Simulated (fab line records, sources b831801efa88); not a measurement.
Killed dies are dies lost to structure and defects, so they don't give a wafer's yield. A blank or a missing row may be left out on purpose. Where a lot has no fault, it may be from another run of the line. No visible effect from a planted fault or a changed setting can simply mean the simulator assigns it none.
fab line records ; flow sky130
[record] lots = 5; wafers = 14; lastDay = 51
route steps=708 shown VIA2@527 METAL3@532 CAPM@537 PAD_OPEN@708
lots that met no fault: taken from a fault-free run of the same line
startH: hours from the record's opening day to when the first of the lot's shown wafers began ; waitH: hours from the lot's prior step to this one ; " repeats the value in the row above ; L1.1+2: a single row standing in for several wafers ; - no value, or no start was given ; * or withheld: withheld ; < > ~ a bound
route shown NAME@n: a module of which the file shows steps, and the number in the route of the first ; usual: the fault-free wafers' mean and standard deviation ; same: alike in all rows ; chamber/n: place in a boat ; sites: each site's reading ; _std_site: the standard deviation of these ; _edge_site: mean of outer sites minus mean of inner sites ; radiusMm: for every site, how far away it sits from the centre of the wafer ; mask NAME#n: copy n ; behind: the last tool/chamber to shape the wafer ; hold: the reason the lot was held/the length of the hold in hours/how it ended ; device: the transistor (n, p or np) that didn't switch ; end of line: tests run on the same wafers once the route is complete ; for a step that has no rows: nothing shown but its recipe ; killed: dies that structure and defects cost at the first sort, which is not the same as the wafer's yield ; map: per-die view of a wafer (x killed, . not killed, _ where there is no die)
set.NAME: the setting the step ran with; set.NAME@STEP: the setting that earlier step ran with ; model.NAME: the simulator's own value behind a step, which no gauge read
lots at selected steps of the route; one table per step, one row per wafer
services: a tool's chamber out of use, with start hour (startH, from the record's first day; less than 0 if before it), hours out, and reason
[[steps]]
[step SKY_VIA2_SPUTTER_20]
[recipe] material = TiN; targetThkNm = 20; chamberPressurePa = 5; powerW = 4000; timeS = 80
[step SKY_VIA2_CVD_21]
[recipe] material = W; targetThkNm = 420; timeS = 126.4; tempC = 400; pressureTorr = 40
[step SKY_VIA2_RS_MEAS_22]
[recipe] thkMeasGauge = four-point-probe; reads = W_of_VIA2_CVD_21+TiN_of_VIA2_SPUTTER_20
[usual] VIA2_W_RS = 0.2743/0.0024
lot.wafer;tool;chamber;startH;waitH;VIA2_W_RS[ohm/sq]
L623.1;filmMetro-04;-;876.66;0.1;0.2734
L623.3;filmMetro-04;-;876.66;0.1;0.2734
L623.4;filmMetro-04;-;876.66;0.1;0.2747
L624.2;filmMetro-04;-;885.73;0.1;0.2763
L624.4;filmMetro-04;-;885.73;0.1;0.2735
L624.6;filmMetro-04;-;885.73;0.1;0.2759
L634.1;filmMetro-04;-;953.97;0.1;0.2700
L634.2;filmMetro-04;-;953.97;0.1;0.2712
L644.1;filmMetro-03;-;1017.21;0.2;0.2737
L644.4;filmMetro-03;-;1017.21;0.2;0.2743
L644.5;filmMetro-03;-;1017.21;0.2;0.2751
L645.1;filmMetro-02;-;1020.99;0.1;0.2736
L645.2;filmMetro-02;-;1020.99;0.1;0.2759
L645.3;filmMetro-02;-;1020.99;0.1;0.2774
[step SKY_VIA2_THK_MEAS_23]
[recipe] thkMeasGauge = xrf; reads = W_of_VIA2_CVD_21
[usual] VIA2_W_THK = 446/5.2
lot.wafer;tool;chamber;startH;waitH;VIA2_W_THK[nm]
L623.1;filmMetro-04;-;876.78;0.1;451
L623.3;filmMetro-04;-;876.78;0.1;447
L623.4;filmMetro-04;-;876.78;0.1;451
L624.2;filmMetro-04;-;885.84;0.1;449
L624.4;filmMetro-04;-;885.84;0.1;453
L624.6;filmMetro-04;-;885.84;0.1;446
L634.1;filmMetro-04;-;954.09;0.1;454
L634.2;filmMetro-04;-;954.09;0.1;454
L644.1;filmMetro-03;-;1017.33;0.1;452
L644.4;filmMetro-03;-;1017.33;0.1;450
L644.5;filmMetro-03;-;1017.33;0.1;450
L645.1;filmMetro-02;-;1021.11;0.1;445
L645.2;filmMetro-02;-;1021.11;0.1;443
L645.3;filmMetro-02;-;1021.11;0.1;439
[step SKY_VIA2_CMP_24]
[recipe] stopOn = SiO2; tOverpolishS = 20; downForcePsi = 3.5; platenRpm = 60; targetThkNm = 0; padVelocityMS = 0.94248
[step SKY_METAL3_SPUTTER_00]
[recipe] material = Ti; targetThkNm = 15; powerW = 3000; timeS = 10; chamberPressurePa = 0.4
[usual] throttleValvePct = 30.0/1.2
lot.wafer;tool;chamber;startH;waitH;throttleValvePct
L623.1;pvdSputter-03;-;877.14;0.1;29.7
L623.3;pvdSputter-03;-;877.14;0.1;29.6
L623.4;pvdSputter-03;-;877.14;0.1;31.2
L624.2;pvdSputter-04;-;886.19;0.1;30.8
L624.4;pvdSputter-04;-;886.19;0.1;30.4
L624.6;pvdSputter-04;-;886.19;0.1;30.8
L634.1;pvdSputter-01;-;954.45;0.1;27.9
L634.2;pvdSputter-01;-;954.45;0.1;30.9
L644.1;pvdSputter-04;-;1017.80;0.1;31.4
L644.4;pvdSputter-04;-;1017.80;0.1;31.7
L644.5;pvdSputter-04;-;1017.80;0.1;28.3
L645.1;pvdSputter-04;-;1021.47;0.1;31.5
L645.2;pvdSputter-04;-;1021.47;0.1;28.6
L645.3;pvdSputter-04;-;1021.47;0.1;30.9
[step SKY_METAL3_SPUTTER_01]
[recipe] material = TiN; targetThkNm = 20; powerW = 6500; timeS = 16.7; chamberPressurePa = 0.4
[step SKY_METAL3_SPUTTER_02]
[recipe] material = AlCu; targetThkNm = 735; powerW = 10600; timeS = 39.1; chamberPressurePa = 0.4
[step SKY_METAL3_SPUTTER_03]
[recipe] material = Ti; targetThkNm = 5; powerW = 3000; timeS = 3.3; chamberPressurePa = 0.4
[step SKY_METAL3_SPUTTER_04]
[recipe] material = TiN; targetThkNm = 70; powerW = 6500; timeS = 58.3; chamberPressurePa = 0.4
[usual] throttleValvePct = 30.0/1.2
lot.wafer;tool;chamber;startH;waitH;throttleValvePct
L623.1;pvdSputter-03;-;877.24;0.0;29.5
L623.3;pvdSputter-03;-;877.24;0.0;29.4
L623.4;pvdSputter-03;-;877.24;0.0;31.8
L624.2;pvdSputter-04;-;886.30;0.0;30.9
L624.4;pvdSputter-04;-;886.30;0.0;30.6
L624.6;pvdSputter-04;-;886.30;0.0;30.3
L634.1;pvdSputter-01;-;954.55;0.0;28.2
L634.2;pvdSputter-01;-;954.55;0.0;30.9
L644.1;pvdSputter-04;-;1017.90;0.0;31.5
L644.4;pvdSputter-04;-;1017.90;0.0;31.4
L644.5;pvdSputter-04;-;1017.90;0.0;28.7
L645.1;pvdSputter-04;-;1021.58;0.0;31.7
L645.2;pvdSputter-04;-;1021.58;0.0;28.8
L645.3;pvdSputter-04;-;1021.58;0.0;30.9
[step SKY_CAPM_CVD_00]
[recipe] material = SiO2; targetThkNm = 15.5; tempC = 400; timeS = withheld; rfW = 450
[step SKY_CAPM_THK_MEAS_01]
[recipe] reads = SiO2_of_CAPM_CVD_00
[usual] CAPM_CVD_00_THK = 15.39/0.2
lot.wafer;tool;chamber;startH;waitH;CAPM_CVD_00_THK[nm]
L623.1;filmMetro-04;-;877.31;-;15.23
L623.3;filmMetro-04;-;877.31;-;15.40
L623.4;filmMetro-04;-;877.31;-;15.62
L624.2;filmMetro-04;-;886.38;-;15.25
L624.4;filmMetro-04;-;886.38;-;15.40
L624.6;filmMetro-04;-;886.38;-;15.36
L634.1;filmMetro-02;-;954.62;-;15.24
L634.2;filmMetro-02;-;954.62;-;15.01
L644.1;filmMetro-01;-;1017.97;-;15.36
L644.4;filmMetro-01;-;1017.97;-;15.48
L644.5;filmMetro-01;-;1017.97;-;15.51
L645.1;filmMetro-04;-;1021.65;-;15.20
L645.2;filmMetro-04;-;1021.65;-;15.24
L645.3;filmMetro-04;-;1021.65;-;15.04
[step SKY_CAPM_SPUTTER_02]
[recipe] material = TiN; targetThkNm = 200; tempC = 300; powerW = 6500; timeS = 166.7; chamberPressurePa = 0.4
[usual] substrateTempC = 299.98/0.19; throttleValvePct = 29.6/1.8
lot.wafer;tool;chamber;startH;waitH;substrateTempC;throttleValvePct;model.TiN_of_CAPM_SPUTTER_02.thkNm
L623.1;pvdSputter-02;-;877.37;0.1;300.10;28.7;198.4
L623.3;pvdSputter-02;-;877.37;0.1;299.77;26.9;199.1
L623.4;pvdSputter-02;-;877.37;0.1;299.95;33.0;201
L624.2;pvdSputter-01;-;886.43;0.0;300.23;28.0;200.1
L624.4;pvdSputter-01;-;886.43;0.0;300.12;31.1;199.6
L624.6;pvdSputter-01;-;886.43;0.0;299.81;28.0;200.6
L634.1;pvdSputter-02;-;954.68;0.1;299.70;32.8;200.7
L634.2;pvdSputter-02;-;954.68;0.1;299.75;28.7;208.2
L644.1;pvdSputter-03;-;1018.03;0.1;299.73;31.2;201.6
L644.4;pvdSputter-03;-;1018.03;0.1;299.99;28.4;201.6
L644.5;pvdSputter-03;-;1018.03;0.1;299.82;31.3;201.1
L645.1;pvdSputter-03;-;1021.71;0.1;299.88;28.1;199.7
L645.2;pvdSputter-03;-;1021.71;0.1;300.03;31.6;200.2
L645.3;pvdSputter-03;-;1021.71;0.1;300.09;29.3;199.5
[step SKY_CAPM_RS_MEAS_03]
[recipe] thkMeasGauge = four-point-probe; reads = TiN_of_CAPM_SPUTTER_02
[usual] CAPM_TIN_RS = 6.94/0.071
lot.wafer;tool;chamber;startH;waitH;CAPM_TIN_RS[ohm/sq]
L623.1;filmMetro-01;-;877.48;0.1;6.96
L623.3;filmMetro-01;-;877.48;0.1;6.95
L623.4;filmMetro-01;-;877.48;0.1;6.89
L624.2;filmMetro-01;-;886.56;0.1;6.92
L624.4;filmMetro-01;-;886.56;0.1;6.93
L624.6;filmMetro-01;-;886.56;0.1;6.90
L634.1;filmMetro-01;-;954.79;0.1;6.88
L634.2;filmMetro-01;-;954.79;0.1;6.64
L644.1;filmMetro-01;-;1018.14;0.1;6.85
L644.4;filmMetro-01;-;1018.14;0.1;6.86
L644.5;filmMetro-01;-;1018.14;0.1;6.88
L645.1;filmMetro-01;-;1021.82;0.1;6.93
L645.2;filmMetro-01;-;1021.82;0.1;6.90
L645.3;filmMetro-01;-;1021.82;0.1;6.93
[step SKY_CAPM_THK_MEAS_04]
[recipe] thkMeasGauge = xrf; reads = TiN_of_CAPM_SPUTTER_02
[usual] CAPM_TIN_THK = 201.4/2.2
lot.wafer;tool;chamber;startH;waitH;CAPM_TIN_THK[nm]
L623.1;filmMetro-01;-;877.60;0.1;201.5
L623.3;filmMetro-01;-;877.60;0.1;201.6
L623.4;filmMetro-01;-;877.60;0.1;203.4
L624.2;filmMetro-01;-;886.67;0.1;202.5
L624.4;filmMetro-01;-;886.67;0.1;201.8
L624.6;filmMetro-01;-;886.67;0.1;202.9
L634.1;filmMetro-01;-;954.91;0.1;203.2
L634.2;filmMetro-01;-;954.91;0.1;211.3
L644.1;filmMetro-01;-;1018.26;0.1;202.8
L644.4;filmMetro-01;-;1018.26;0.1;203.0
L644.5;filmMetro-01;-;1018.26;0.1;203.6
L645.1;filmMetro-01;-;1021.94;0.1;201.5
L645.2;filmMetro-01;-;1021.94;0.1;201.2
L645.3;filmMetro-01;-;1021.94;0.1;200.7
[step SKY_CAPM_DEHYDRATE_05]
[recipe] tempC = 200; timeS = 60
[step SKY_CAPM_HMDS_06]
[recipe] primeTimeS = 60; primeTempC = 120
[step SKY_CAPM_COAT_07]
[recipe] resist = NOVOLAK; spinRpm = 3000; resistThkNm = 1140
[step SKY_CAPM_SOFTBAKE_08]
[recipe] tempC = 90; timeS = 60; resist = NOVOLAK
[step SKY_CAPM_EXPOSE_09]
[recipe] maskId = CAPM; na = 0.6; sourceShape = conventional; sigmaOuter = 0.6; polarization = unpolarized; targetCdNm = 1000; doseMj = 159
[step SKY_CAPM_PEB_10]
[recipe] tempC = withheld; timeS = *; resist = NOVOLAK
[step SKY_CAPM_DEVELOP_11]
[recipe] resist = NOVOLAK; developer = TMAH; developTimeS = 60; devTempC = 23
[step SKY_CAPM_OVL_MEAS_12]
[usual] CAPM_OVL = -0.3/1.4
lot.wafer;tool;chamber;startH;waitH;CAPM_OVL[nm]
L623.1;overlay-02;-;903.36;0.1;-0.5
L623.3;overlay-02;-;903.36;0.1;1.4
L623.4;overlay-02;-;903.36;0.1;0.9
L624.2;overlay-02;-;912.32;0.1;1.1
L624.4;overlay-02;-;912.32;0.1;2.2
L624.6;overlay-02;-;912.32;0.1;1.1
L634.1;overlay-01;-;979.06;0.1;-0.6
L634.2;overlay-01;-;979.06;0.1;0.4
L644.1;overlay-01;-;1042.06;0.1;0.9
L644.4;overlay-01;-;1042.06;0.1;3.8
L644.5;overlay-01;-;1042.06;0.1;1.3
L645.1;overlay-02;-;1044.41;0.1;-2.5
L645.2;overlay-02;-;1044.41;0.1;-0.6
L645.3;overlay-02;-;1044.41;0.1;-0.7
[step SKY_CAPM_METAL_ETCH_13]
[recipe] targetDepthNm = 220; stopOn = SiO2; chemistry = Cl2/BCl3; target = TiN; pressureMtorr = 10; icpW = 900; biasW = 48.5; Cl2_flow_sccm = 60; bcl3FlowSccm = 30; timeS = 62.9
[usual] drypumpMotorCurrentA = 5.84/0.23; oesProductAu = 0.939/0.007; throttleValvePct = 21.904/0.0099
lot.wafer;tool;chamber;startH;waitH;drypumpMotorCurrentA;oesProductAu;rfHoursCounterH;throttleValvePct;model.etch.depthNm;model.CAPM.featureDepthNm
L623.1;rieMetal-03;1;903.40;0.0;5.65;0.939;13;21.901;198.4;198.4
L623.3;rieMetal-03;1;903.40;0.0;5.64;0.946;-;21.892;199.1;199.1
L623.4;rieMetal-03;0;903.40;0.0;6.20;0.945;-;21.900;201;201
L624.2;rieMetal-03;0;912.35;0.0;6.23;0.937;3;21.897;200.1;200.1
L624.4;rieMetal-03;0;912.35;0.0;6.23;0.932;-;21.897;199.6;199.6
L624.6;rieMetal-03;1;912.35;0.0;5.65;0.956;-;21.897;200.6;200.6
L634.1;rieMetal-03;0;979.09;0.0;6.20;0.949;6;21.893;200.7;200.7
L634.2;rieMetal-03;1;979.09;0.0;5.65;0.959;16;21.904;208.2;208.2
L644.1;rieMetal-02;0;1042.10;0.0;5.87;0.948;13;21.905;201.6;201.6
L644.4;rieMetal-02;1;1042.10;0.0;6.10;0.948;-;21.901;201.6;201.6
L644.5;rieMetal-02;0;1042.10;0.0;5.88;0.945;-;21.898;201.1;201.1
L645.1;rieMetal-04;0;1044.44;0.0;5.74;0.938;16;21.904;199.7;199.7
L645.2;rieMetal-04;1;1044.44;0.0;5.57;0.943;9;21.907;200.2;200.2
L645.3;rieMetal-04;0;1044.44;0.0;5.72;0.934;-;21.909;199.5;199.5
[step SKY_CAPM_STRIP_14]
[recipe] chemistry = O2/N2; powerW = 1400; pressureMtorr = 1500; platenTempC = withheld; o2FlowSccm = 3000; n2FlowSccm = 300; overashFraction = 0.5
[usual] drypumpMotorCurrentA = 5.7/0.4; oesProductAu = 0.710/0.005; stripTimeToEndpointS = 12.66/0.038
[same] overashFraction = 0.5
lot.wafer;tool;chamber;startH;waitH;drypumpMotorCurrentA;oesProductAu;rfHoursCounterH;stripTimeToEndpointS
L623.1;plasmaAsher-03;0;903.47;0.1;5.5;0.718;50;12.61
L623.3;plasmaAsher-03;1;903.47;0.1;5.2;0.715;-;12.62
L623.4;plasmaAsher-03;0;903.47;0.1;5.5;0.708;-;12.68
L624.2;plasmaAsher-01;0;912.43;0.1;6.0;0.712;17;12.70
L624.4;plasmaAsher-01;0;912.43;0.1;5.9;0.710;-;12.70
L624.6;plasmaAsher-01;0;912.43;0.1;6.0;0.713;-;12.68
L634.1;plasmaAsher-03;1;979.17;0.1;5.2;0.705;58;12.67
L634.2;plasmaAsher-03;0;979.17;0.1;5.5;0.713;58;12.65
L644.1;plasmaAsher-01;1;1042.18;0.1;5.1;0.709;29;12.67
L644.4;plasmaAsher-01;1;1042.18;0.1;5.1;0.707;-;12.65
L644.5;plasmaAsher-01;1;1042.18;0.1;5.1;0.705;-;12.67
L645.1;plasmaAsher-03;0;1044.52;0.1;5.4;0.713;64;12.66
L645.2;plasmaAsher-03;1;1044.52;0.1;5.2;0.713;64;12.59
L645.3;plasmaAsher-03;1;1044.52;0.1;5.2;0.706;-;12.59
[step SKY_CAPM_STRIP_15]
[recipe] chemistry = postEtchResidueRemover; timeS = 1200; tempC = 72.5
[step SKY_CAPM_CLEAN_16]
[recipe] chemistry = IPA; timeS = 180; tempC = 25
[step SKY_CAPM_CLEAN_17]
[recipe] chemistry = O3/DIW; dry = n2Spin
[step SKY_METAL3_DEHYDRATE_05]
[recipe] tempC = 200; timeS = 60
[step SKY_METAL3_HMDS_06]
[recipe] primeTimeS = 60; primeTempC = 120
[step SKY_METAL3_COAT_07]
[recipe] resist = BARC; tempC = withheld; timeS = withheld; spinRpm = 3000; resistThkNm = 60
[step SKY_METAL3_COAT_08]
[recipe] resist = KrF-thick; spinRpm = 3000; resistThkNm = 1140
[step SKY_METAL3_SOFTBAKE_09]
[recipe] tempC = 100; timeS = 90; resist = KrF-thick
[step SKY_METAL3_EXPOSE_10]
[recipe] maskId = MM3; na = 0.68; sourceShape = annular; sigmaInner = 0.4; sigmaOuter = 0.8; targetCdNm = 300; doseMj = 28
[step SKY_METAL3_PEB_11]
[recipe] pebTempC = withheld; pebTimeS = withheld; resist = KrF-thick
[step SKY_METAL3_DEVELOP_12]
[recipe] developTimeS = 60; resist = KrF-thick; devTempC = 21
[step SKY_METAL3_CD_MEAS_13]
[recipe] targetCdNm = 300
[usual] cdNm = 299.3/1.5
lot.wafer;tool;chamber;startH;waitH;cdNm
L623.1;cdSem-01;-;930.29;-;301.3
L623.3;cdSem-01;-;930.29;-;301.1
L623.4;cdSem-01;-;930.29;-;300.7
L624.2;cdSem-02;-;938.38;-;298.0
L624.4;cdSem-02;-;938.38;-;298.7
L624.6;cdSem-02;-;938.38;-;298.6
L634.1;cdSem-02;-;1002.89;-;299.6
L634.2;cdSem-02;-;1002.89;-;299.2
L644.1;cdSem-01;-;1066.64;-;297.9
L644.4;cdSem-01;-;1066.64;-;298.8
L644.5;cdSem-01;-;1066.64;-;298.7
L645.1;cdSem-02;-;1067.59;-;299.5
L645.2;cdSem-02;-;1067.59;-;299.0
L645.3;cdSem-02;-;1067.59;-;298.2
[step SKY_METAL3_OVL_MEAS_14]
[usual] METAL3_OVL = 1/4.8
lot.wafer;tool;chamber;startH;waitH;METAL3_OVL[nm]
L623.1;overlay-02;-;930.41;0.1;6
L623.3;overlay-02;-;930.41;0.1;7
L623.4;overlay-02;-;930.41;0.1;1
L624.2;overlay-02;-;938.49;0.1;-6
L624.4;overlay-02;-;938.49;0.1;2
L624.6;overlay-02;-;938.49;0.1;-3
L634.1;overlay-02;-;1003.01;0.1;-5
L634.2;overlay-02;-;1003.01;0.1;-1
L644.1;overlay-02;-;1066.76;0.1;2
L644.4;overlay-02;-;1066.76;0.1;-3
L644.5;overlay-02;-;1066.76;0.1;-5
L645.1;overlay-01;-;1067.71;0.1;4
L645.2;overlay-01;-;1067.71;0.1;4
L645.3;overlay-01;-;1067.71;0.1;4
[step SKY_METAL3_DESCUM_15]
[recipe] chemistry = O2; sourcePowerW = 150; biasPowerW = 0; pressureMtorr = 10; tempC = 40; timeS = 8
[step SKY_METAL3_ETCH_16]
[recipe] chemistry = N2/H2; target = BARC; ionEnergyEv = 200; biasW = 100; pressureMtorr = 30; n2FlowSccm = 100; h2FlowSccm = 200; icpW = 500; stopOn = SiO2; timeS = 88.2; targetDepthA = 600
[step SKY_METAL3_ETCH_17]
[recipe] target = SiO2; stopOn = TiN; chemistry = C4F8/O2/Ar; sourceW = 1500; biasW = 1200; pressureMtorr = 40; c4f8FlowSccm = withheld; O2_flow_sccm = 6; Ar_flow_sccm = 300; timeS = 3.9; targetDepthA = 150
[usual] oesProductAu = 0.752/0.0058
lot.wafer;tool;chamber;startH;waitH;oesProductAu
L623.1;rieDiel-04;2;930.58;0.1;0.747
L623.3;rieDiel-04;0;930.58;0.1;0.755
L623.4;rieDiel-04;2;930.58;0.1;0.756
L624.2;rieDiel-01;3;938.78;0.1;0.753
L624.4;rieDiel-01;2;938.78;0.1;0.751
L624.6;rieDiel-01;0;938.78;0.1;0.748
L634.1;rieDiel-01;2;1003.18;0.1;0.748
L634.2;rieDiel-01;0;1003.18;0.1;0.740
L644.1;rieDiel-01;2;1066.93;0.1;0.756
L644.4;rieDiel-01;3;1066.93;0.1;0.756
L644.5;rieDiel-01;0;1066.93;0.1;0.755
L645.1;rieDiel-01;0;1067.92;0.1;0.743
L645.2;rieDiel-01;3;1067.92;0.1;0.753
L645.3;rieDiel-01;2;1067.92;0.1;0.741
[step SKY_METAL3_METAL_ETCH_18]
[recipe] targetDepthA = 8450; stopOn = SiO2; overEtchFrac = 0.3; timeS = 183.1; chemistry = Cl2/BCl3; resistSidewallDeg = 88; pressureMtorr = 10; icpW = 900; biasW = 48.5; Cl2_flow_sccm = 60; bcl3FlowSccm = 30
[usual] drypumpMotorCurrentA = 5.84/0.17; oesProductAu = 0.866/0.006; throttleValvePct = 22.265/0.0089
lot.wafer;tool;chamber;startH;waitH;drypumpMotorCurrentA;oesProductAu;rfHoursCounterH;throttleValvePct
L623.1;rieMetal-01;0;930.60;0.0;5.77;0.874;12;22.255
L623.3;rieMetal-01;0;930.60;0.0;5.77;0.871;-;22.271
L623.4;rieMetal-01;0;930.60;0.0;5.76;0.869;-;22.262
L624.2;rieMetal-02;0;938.80;0.0;5.85;0.861;8;22.262
L624.4;rieMetal-02;1;938.80;0.0;5.98;0.862;-;22.272
L624.6;rieMetal-02;1;938.80;0.0;6.06;0.860;-;22.253
L634.1;rieMetal-04;0;1003.20;0.0;5.72;0.868;14;22.262
L634.2;rieMetal-04;1;1003.20;0.0;5.58;0.866;7;22.280
L644.1;rieMetal-02;0;1066.95;0.0;5.85;0.874;14;22.263
L644.4;rieMetal-02;0;1066.95;0.0;5.92;0.871;-;22.261
L644.5;rieMetal-02;0;1066.95;0.0;5.86;0.873;-;22.263
L645.1;rieMetal-01;0;1067.94;0.0;5.77;0.869;20;22.278
L645.2;rieMetal-01;1;1067.94;0.0;6.06;0.867;7;22.269
L645.3;rieMetal-01;1;1067.94;0.0;6.04;0.860;-;22.276
[step SKY_METAL3_STRIP_20]
[recipe] chemistry = postEtchResidueRemover; timeS = 1200; tempC = 72.5
lot.wafer;tool;chamber;startH;waitH;model.TiN_of_CAPM_SPUTTER_02.thkNm
L623.1;wetBench-03;2;931.05;0.1;197.6
L623.3;wetBench-03;2;931.05;0.1;198.3
L623.4;wetBench-03;2;931.05;0.1;200.2
L624.2;wetBench-03;3;939.07;0.1;199.3
L624.4;wetBench-03;3;939.07;0.1;198.8
L624.6;wetBench-03;3;939.07;0.1;199.8
L634.1;wetBench-01;3;1003.47;0.1;199.9
L634.2;wetBench-01;3;1003.47;0.1;207.4
L644.1;wetBench-03;3;1067.22;0.1;200.7
L644.4;wetBench-03;3;1067.22;0.1;200.8
L644.5;wetBench-03;3;1067.22;0.1;200.3
L645.1;wetBench-02;3;1068.22;0.1;198.8
L645.2;wetBench-02;3;1068.22;0.1;199.4
L645.3;wetBench-02;3;1068.22;0.1;198.7
[step SKY_PAD_OPEN_PROBE_99]
[usual] defectLimitedYield = 82.3/1.8; killed_at_M0_to_M3 = 43/6.9; killed_at_M4_up = 3.2/1.6; killedAtContacts = 25/5.1; killedAtFrontEnd = 16/4.5; killedAtOther = 0.3/0.68; killedDies = 87/8.9; killedOpen = 48/6.9; killedShort = 39/6.3; sort_bin_3_pad_short = 0.8/0.4; sort_bin_5_function = 10.5/1.4; sort_bin_6_memory = 6.4/1.1; sortNPass = 405/8.9; sortYieldPct = 82.3/1.8
[same] grossDies = 492; killedAtBackSide = 0; sort_bin_4_leakage[%] = 0; sort_bin_8_speed[%] = 0
lot.wafer;tool;chamber;startH;waitH;defectLimitedYield[%];killed_at_M0_to_M3;killed_at_M4_up;killedAtContacts;killedAtFrontEnd;killedAtOther;killedDies;killedOpen;killedShort;sort_bin_3_pad_short[%];sort_bin_5_function[%];sort_bin_6_memory[%];sortNPass;sortYieldPct[%]
L623.1;prober-01;-;1105.48;0.1;81.9;49;3;25;11;1;89;55;34;0.6;9.3;8.1;403;81.9
L623.3;prober-01;-;1105.58;0.2;83.5;33;4;22;22;0;81;39;42;1.0;9.6;5.9;411;83.5
L623.4;prober-01;-;1105.63;0.2;84.1;35;4;25;13;1;78;38;40;1.0;9.1;5.7;414;84.1
L624.2;prober-02;-;1114.63;0.1;81.3;31;6;34;21;0;92;51;41;1.0;10.6;7.1;400;81.3
L624.4;prober-02;-;1114.73;0.2;83.5;44;2;18;17;0;81;45;36;1.4;10.6;4.5;411;83.5
L624.6;prober-02;-;1114.83;0.2;79.7;55;4;17;23;1;100;50;50;1.4;10.2;8.7;392;79.7
L634.1;prober-01;-;1164.83;0.1;86.0;35;2;20;12;0;69;34;35;1.2;8.7;4.1;423;86.0
L634.2;prober-01;-;1164.88;0.1;85.2;32;3;27;11;0;73;43;30;0.4;8.1;6.3;419;85.2
// killed by level:class
L623.1 VIA1:geometricParticle:open=11 VIA3:geometricParticle:open=11 CONTACT:geometricParticle:open=9 LI_CONTACT:geometricParticle:open=7 VIA2:geometricParticle:short=7 LOCAL_INTERCONNECT:geometricParticle:short=6 FIELD_ISO:geometricParticle:open=5 VIA2:geometricParticle:open=5
L623.3 CONTACT:geometricParticle:open=9 VIA1:geometricParticle:open=7 LI_CONTACT:geometricParticle:open=6 FIELD_ISO:geometricParticle:short=5 POLY_GATE:geometricParticle:short=5 CONTACT:geometricParticle:short=5 METAL1:geometricParticle:short=5 POLY_CUT:geometricParticle:open=4
L623.4 CONTACT:geometricParticle:open=9 METAL1:geometricParticle:short=7 POLY_GATE:geometricParticle:short=6 LI_CONTACT:geometricParticle:open=5 LOCAL_INTERCONNECT:geometricParticle:short=5 VIA1:geometricParticle:open=5 CONTACT:geometricParticle:short=4 METAL2:geometricParticle:short=4
L624.2 LI_CONTACT:geometricParticle:open=10 CONTACT:geometricParticle:open=10 VIA1:geometricParticle:open=7 FIELD_ISO:geometricParticle:open=6 CONTACT:geometricParticle:short=6 VIA3:geometricParticle:open=6 METAL4:geometricParticle:short=6 POLY_GATE:geometricParticle:open=5
L624.4 VIA1:geometricParticle:open=13 FIELD_ISO:geometricParticle:short=7 CONTACT:geometricParticle:open=7 VIA1:geometricParticle:short=7 VIA3:geometricParticle:open=5 FIELD_ISO:geometricParticle:open=4 METAL1:geometricParticle:short=4 VIA3:geometricParticle:short=4
L624.6 VIA1:geometricParticle:open=12 FIELD_ISO:geometricParticle:open=7 VIA1:geometricParticle:short=7 METAL2:geometricParticle:short=7 LOCAL_INTERCONNECT:geometricParticle:short=6 METAL1:geometricParticle:open=5 METAL1:geometricParticle:short=5 POLY_GATE:geometricParticle:open=4
L634.1 VIA1:geometricParticle:open=9 CONTACT:geometricParticle:open=5 METAL2:geometricParticle:short=5 POLY_GATE:geometricParticle:short=4 LI_CONTACT:geometricParticle:short=4 LI_CONTACT:geometricParticle:open=4 CONTACT:geometricParticle:short=4 METAL1:geometricParticle:short=4
L634.2 LI_CONTACT:geometricParticle:open=10 VIA2:geometricParticle:open=10 CONTACT:geometricParticle:open=8 METAL2:geometricParticle:short=6 POLY_GATE:geometricParticle:open=5 LOCAL_INTERCONNECT:geometricParticle:short=4 METAL1:geometricParticle:short=4 VIA3:geometricParticle:open=4
[[services]]
tool;chamber;startH;hours;kind
rieDiel-04;2;866.07;10.3;repair
pvdSputter-04;-;867.48;2.8;repair
plasmaAsher-01;-;881.08;1.8;repair
rieDiel-04;1;917.45;14.3;repair
rieDiel-04;3;921.34;4.2;repair
rieDiel-01;-;934.26;0.3;repair
rieDiel-01;1;936.21;2.0;repair
plasmaAsher-01;-;940.85;2.7;repair
rieDiel-04;-;943.97;0.9;repair
rieMetal-02;0;952.25;3.7;repair
rieMetal-01;0;963.91;4.2;repair
rieMetal-02;-;973.37;0.6;repair
pvdSputter-04;-;975.56;4.8;repair
rieMetal-04;0;985.94;1.2;repair
wetBench-02;-;995.12;0.5;repair
pvdSputter-02;-;995.26;0.9;repair
pvdSputter-03;-;1026.05;0.8;repair
rieDiel-04;0;1036.14;4.3;repair
rieDiel-01;-;1036.38;1.0;repair
rieDiel-01;1;1038.92;-;clean
rieDiel-01;1;1038.92;34.3;scheduledDown
pvdSputter-04;-;1039.09;1.9;repair
rieMetal-02;1;1045.82;5.2;repair
pvdSputter-01;-;1064.13;2.9;repair
[[key]]
[firstSign] step = SKY_CAPM_RS_MEAS_03; reading = CAPM_TIN_RS; direction = down; sigmas = 4.3; usual = 6.94; struck = 6.64
[effect] step = SKY_CAPM_THK_MEAS_04; reading = CAPM_TIN_THK; direction = up; sigmas = 4.6; usual = 201.4; struck = 211.3
[modelEffect] step = SKY_CAPM_SPUTTER_02; value = TiN_of_CAPM_SPUTTER_02.thkNm; without = 200.3; struck = 208.2
[modelEffect] step = SKY_CAPM_METAL_ETCH_13; value = etch.depthNm; without = 200.3; struck = 208.2
[modelEffect] step = SKY_METAL3_STRIP_20; value = TiN_of_CAPM_SPUTTER_02.thkNm; without = 199.5; struck = 207.4
metAt SKY_CAPM_SPUTTER_02
struckWafers L634.2
onsetBetween 877.37 954.68
[fault] kind = processParameterDrift; tool = pvdSputter-02; chamber = -; onsetH = 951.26; steps = SKY_CAPM_SPUTTER_02; channel = timeS; offset = *; shape = step; endH = 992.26; scope = struckWafersOnly; actsIn = *; stated = *
